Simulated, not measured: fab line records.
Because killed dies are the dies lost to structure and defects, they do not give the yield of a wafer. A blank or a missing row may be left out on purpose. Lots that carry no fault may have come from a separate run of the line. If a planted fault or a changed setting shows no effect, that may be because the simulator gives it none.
Which tool did it? / flow sky130 / Sampling: 13 lots, 39 wafers, 3 of 708 route steps

## WHAT THE GAUGES READ, wafer by wafer
SKY_LDD_HVP_TW_MEAS_10. Usual: LDD_HVP_TW typically reads 455, with standard deviation 3.6.
lot=L992; measured=day 21 18:29; on=film-metro-03; LDD_HVP_TW=459 460 459; flag=
lot=L994; measured=day 22 09:53; on=film-metro-03; LDD_HVP_TW=456 458 459; flag=
lot=L995; measured=day 23 00:50; on=film-metro-03; LDD_HVP_TW=459 457 457; flag=
lot=L998; measured=day 23 20:45; on=film-metro-03; LDD_HVP_TW=455 458 455; flag=
lot=L999; measured=day 24 07:17; on=film-metro-02; LDD_HVP_TW=455 456 454; flag=
lot=L102; measured=day 25 05:41; on=film-metro-03; LDD_HVP_TW=462 460 460; flag=
lot=L103; measured=day 25 14:36; on=film-metro-04; LDD_HVP_TW=451 453 451; flag=
lot=L104; measured=day 25 21:53; on=film-metro-04; LDD_HVP_TW=453 450 449; flag=
lot=L105; measured=day 26 16:29; on=film-metro-04; LDD_HVP_TW=452 453 453; flag=
lot=L106; measured=day 26 23:17; on=film-metro-03; LDD_HVP_TW=460 458 461; flag=
lot=L109; measured=day 27 16:47; on=film-metro-02; LDD_HVP_TW=453 455 454; flag=
lot=L110; measured=day 28 02:40; on=film-metro-04; LDD_HVP_TW=451 453 451; flag=
lot=L114; measured=day 29 07:44; on=film-metro-03; LDD_HVP_TW=462 459 459; flag=

SKY_SD_P_OVL_MEAS_08. Usual: SD_P_OVL typically reads -0.1 nm, with standard deviation 1.4.
lot=L992; measured=day 25 14:08; on=overlay-02; SD_P_OVL (nm)=1.7 0.3 0.3; flag=
lot=L994; measured=day 26 07:34; on=overlay-02; SD_P_OVL (nm)=-1.9 -1.5 -3.4; flag=
lot=L995; measured=day 26 21:14; on=overlay-02; SD_P_OVL (nm)=-0.4 0.0 0.3; flag=
lot=L998; measured=day 27 14:01; on=overlay-02; SD_P_OVL (nm)=1.8 2.8 0.5; flag=
lot=L999; measured=day 28 00:55; on=overlay-01; SD_P_OVL (nm)=0.3 0.1 -1.1; flag=
lot=L102; measured=day 28 21:21; on=overlay-01; SD_P_OVL (nm)=-0.7 -1.3 0.2; flag=
lot=L103; measured=day 29 05:50; on=overlay-02; SD_P_OVL (nm)=1.2 1.8 2.2; flag=
lot=L104; measured=day 29 10:41; on=overlay-01; SD_P_OVL (nm)=-1.0 -0.1 0.7; flag=
lot=L105; measured=day 31 09:53; on=overlay-01; SD_P_OVL (nm)=1.1 -0.6 1.8; flag=
lot=L106; measured=day 31 10:04; on=overlay-01; SD_P_OVL (nm)=1.2 1.5 0.8; flag=
lot=L109; measured=day 31 10:29; on=overlay-01; SD_P_OVL (nm)=-3.0 -0.9 -1.6; flag=
lot=L110; measured=day 31 15:30; on=overlay-02; SD_P_OVL (nm)=-1.8 0.7 -1.4; flag=
lot=L114; measured=day 32 22:38; on=overlay-02; SD_P_OVL (nm)=0.7 1.5 1.0; flag=

## WHICH TOOL RAN EACH LOT (tool, then ch and the chambers of the sampled wafers, then the start)
lot=L992; SKY_LDD_HVP_STRIP_09=plasma-asher-03 ch 0,1, day 21 18:23
lot=L994; SKY_LDD_HVP_STRIP_09=plasma-asher-01 ch 0, day 22 09:47
lot=L995; SKY_LDD_HVP_STRIP_09=plasma-asher-03 ch 0,1, day 23 00:44
lot=L998; SKY_LDD_HVP_STRIP_09=plasma-asher-01 ch 0, day 23 20:38
lot=L999; SKY_LDD_HVP_STRIP_09=plasma-asher-02 ch 0,1, day 24 07:11
lot=L102; SKY_LDD_HVP_STRIP_09=plasma-asher-02 ch 0,1, day 25 05:35
lot=L103; SKY_LDD_HVP_STRIP_09=plasma-asher-01 ch 1, day 25 14:29
lot=L104; SKY_LDD_HVP_STRIP_09=plasma-asher-01 ch 0,1, day 25 21:47
lot=L105; SKY_LDD_HVP_STRIP_09=plasma-asher-03 ch 0,1, day 26 16:23
lot=L106; SKY_LDD_HVP_STRIP_09=plasma-asher-02 ch 0,1, day 26 23:11
lot=L109; SKY_LDD_HVP_STRIP_09=plasma-asher-01 ch 0,1, day 27 16:41
lot=L110; SKY_LDD_HVP_STRIP_09=plasma-asher-02 ch 0,1, day 28 02:35
lot=L114; SKY_LDD_HVP_STRIP_09=plasma-asher-03 ch 0,1, day 29 07:38
- SKY_LDD_HVP_STRIP_09: strips in O2/N2.

## WHAT THE TOOLS THEMSELVES READ (means of the sampled wafers that have a number; where no wafer has one, the mark that the record gives instead)
SKY_LDD_HVP_STRIP_09. Usual: drypump-motor-current-A 5.9 A, standard deviation 0.49; oes-product-au 0.409 a.u., standard deviation 0.0044; strip-time-to-endpoint-s 4.141 s, standard deviation 0.015.
lot=L992; tool=plasma-asher-03; drypump-motor-current-A (A)=5.7; oes-product-au (a.u.)=0.411; strip-time-to-endpoint-s (s)=4.163; flag=
lot=L994; tool=plasma-asher-01; drypump-motor-current-A (A)=5.9; oes-product-au (a.u.)=0.409; strip-time-to-endpoint-s (s)=4.134; flag=
lot=L995; tool=plasma-asher-03; drypump-motor-current-A (A)=5.7; oes-product-au (a.u.)=0.409; strip-time-to-endpoint-s (s)=4.151; flag=
lot=L998; tool=plasma-asher-01; drypump-motor-current-A (A)=5.9; oes-product-au (a.u.)=0.405; strip-time-to-endpoint-s (s)=4.130; flag=
lot=L999; tool=plasma-asher-02; drypump-motor-current-A (A)=6.1; oes-product-au (a.u.)=0.407; strip-time-to-endpoint-s (s)=4.145; flag=
lot=L102; tool=plasma-asher-02; drypump-motor-current-A (A)=6.4; oes-product-au (a.u.)=0.410; strip-time-to-endpoint-s (s)=4.130; flag=
lot=L103; tool=plasma-asher-01; drypump-motor-current-A (A)=5.2; oes-product-au (a.u.)=0.412; strip-time-to-endpoint-s (s)=4.146; flag=
lot=L104; tool=plasma-asher-01; drypump-motor-current-A (A)=5.7; oes-product-au (a.u.)=0.406; strip-time-to-endpoint-s (s)=4.135; flag=
lot=L105; tool=plasma-asher-03; drypump-motor-current-A (A)=5.7; oes-product-au (a.u.)=0.406; strip-time-to-endpoint-s (s)=4.147; flag=
lot=L106; tool=plasma-asher-02; drypump-motor-current-A (A)=6.4; oes-product-au (a.u.)=0.411; strip-time-to-endpoint-s (s)=4.152; flag=
lot=L109; tool=plasma-asher-01; drypump-motor-current-A (A)=5.4; oes-product-au (a.u.)=0.408; strip-time-to-endpoint-s (s)=4.121; flag=
lot=L110; tool=plasma-asher-02; drypump-motor-current-A (A)=6.1; oes-product-au (a.u.)=0.413; strip-time-to-endpoint-s (s)=4.133; flag=
lot=L114; tool=plasma-asher-03; drypump-motor-current-A (A)=5.7; oes-product-au (a.u.)=0.408; strip-time-to-endpoint-s (s)=4.124; flag=

## THE ANSWER, worked out from the rows above alone
Rule: take the mean of a lot's wafers that have a number; if it is more than 3 standard deviations from the usual mean, the lot is off. Also off: a lot with no number at a reading for which 4 or more lots have one. Where the step has rows for the other lots, those lots are counted as sound. Order of review: gauges by route order, followed by the tools' own readings, for which a lot's mean as printed above is used. The first step at which some lot is off is used, and at that step the reading that is off furthest; a lot without a number counts as furthest.
No lot is off on any of the readings shown, so nothing can be concluded from this.

## WHAT HAD BEEN PUT IN BY THE SIMULATOR
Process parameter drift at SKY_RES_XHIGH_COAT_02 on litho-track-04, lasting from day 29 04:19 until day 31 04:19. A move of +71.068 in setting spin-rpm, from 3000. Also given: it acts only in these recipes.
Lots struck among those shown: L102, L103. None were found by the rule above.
